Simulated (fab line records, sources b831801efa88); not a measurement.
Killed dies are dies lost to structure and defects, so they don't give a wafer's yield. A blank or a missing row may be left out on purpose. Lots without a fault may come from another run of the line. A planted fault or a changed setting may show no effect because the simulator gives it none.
A struck lot beside a sound one | flow gf180mcu | 17 steps out of a route of 602
Sound: wafers L656.2, L656.4, L656.5. Struck: wafer L658.6. (L658.1, L658.5 of the same lot were not struck and are left out.) The cause comes at the end.
At each step with rows: each side's tool, then ch and its chambers, then its first start. Under that, the readings that differ: sound wafers | struck wafers | difference of the means | sigmas: that difference in standard deviations of wafers without a fault.
alike: readings whose means differ by less than 2 such deviations, and words and numbers that are the same on both sides. not compared: withheld readings, readings that some wafer has no value for, bounds like >300 that may hide the same value, and numbers for which the record gives no deviation and whose values overlap.
The two part at a step that has a row with sigmas, a row that says differs or no value, or rows on one side only. Numbers that don't overlap but have no deviation are shown without sigmas and don't part them. A reading that every wafer of one side lacks parts them only if that side has two wafers or more.

first, 3 steps without rows for these wafers: GF_V3_EXPOSE_11 (exposes mask Via3, target cd 260 nm); GF_V3_PEB_12 (peb time 90 s); GF_V3_DEVELOP_13 (develop time 60 s).
GF_V3_CD_MEAS_14: target cd 260 nm.
  sound on cd_sem-02, day 24 21:54; struck on cd_sem-02, day 25 12:06
  alike: cd_nm
GF_V3_OVL_MEAS_15:
  sound on overlay-01, day 24 22:01; struck on overlay-01, day 25 12:13
  alike: V3_OVL
GF_V3_ETCH_16: etches BARC in N2/H2.
  sound on rie_diel-04 ch 0,1,3, day 24 22:02; struck on rie_diel-02 ch 2, day 25 12:15
  reading                     | sound          | struck | difference | sigmas
  drypump_motor_current_A (A) | 5.04 5.68 5.70 | 6.02   | +0.55      | +2
  alike: bias_w, oes_product_au, throttle_valve_pct
GF_V3_ETCH_17: etches SiO2 in C4F8/O2/Ar, stops on TiN, target depth 635 nm.
  sound on rie_diel-04 ch 0,1,3; struck on rie_diel-02 ch 2
  alike: bias_w, oes_product_au
then, 3 steps without rows for these wafers: GF_V3_STRIP_18 (strips in O2/N2); GF_V3_STRIP_19 (strips in post etch residue remover, time 1200 s); GF_V3_CLEAN_20 (cleans in DIW).
GF_V3_SPUTTER_21: material Ti, target thk 15 nm, time 80.02 s.
  sound on pvd_sputter-01, day 24 22:43; struck on pvd_sputter-01, day 25 12:55
  alike: substrate_temp_c, throttle_valve_pct
GF_V3_SPUTTER_22: material TiN, target thk 10 nm, time 40 s.
  sound on pvd_sputter-01, day 24 22:46; struck on pvd_sputter-01, day 25 12:58
  alike: throttle_valve_pct
GF_V3_CVD_23: deposits W, target thk 350 nm, time 104.9 s.
  sound on cvd_w-01 ch 0,1, day 24 22:49; struck on cvd_w-01 ch 0, day 25 13:01
  reading                          | sound             | struck | difference | sigmas
  model.W_of_V3_CVD_23.thk_nm (nm) | 352.6 345.3 353.4 | 373    | +23        |
  alike: heater_power_w
GF_V3_RS_MEAS_24: measures by four-point-probe.
  sound on film_metro-01, day 24 22:56; struck on film_metro-04, day 25 13:08
  reading          | sound             | struck | difference | sigmas
  V3_W_RS (ohm/sq) | 0.324 0.332 0.324 | 0.307  | -0.020     | -5
GF_V3_THK_MEAS_25: measures by xrf.
  sound on film_metro-01, day 24 23:03; struck on film_metro-04, day 25 13:15
  reading       | sound       | struck | difference | sigmas
  V3_W_THK (nm) | 359 352 358 | 372    | +16        | +3
GF_V3_CMP_26: polishes, stops on SiO2, t overpolish 15 s, target thk 0 nm.
  sound on cmp-01 ch 0,2,3, day 24 23:06; struck on cmp-01 ch 1, day 25 13:25
  alike: motor_current_A, platen_rpm
-- the record jumps here: 6 days lie between the struck wafers' starts before and after (it left off in module V3 and takes up again in module PASSIVATION, whose first step shown is number 602 of the route) --
GF_PASSIVATION_PROBE_99:
  the record has rows for the struck wafers here (prober-01, day 31 16:13) and none for the sound ones

WHERE THEY PART
First at GF_V3_ETCH_16; last, within this record, at GF_PASSIVATION_PROBE_99.

WHY: what the simulator had put in
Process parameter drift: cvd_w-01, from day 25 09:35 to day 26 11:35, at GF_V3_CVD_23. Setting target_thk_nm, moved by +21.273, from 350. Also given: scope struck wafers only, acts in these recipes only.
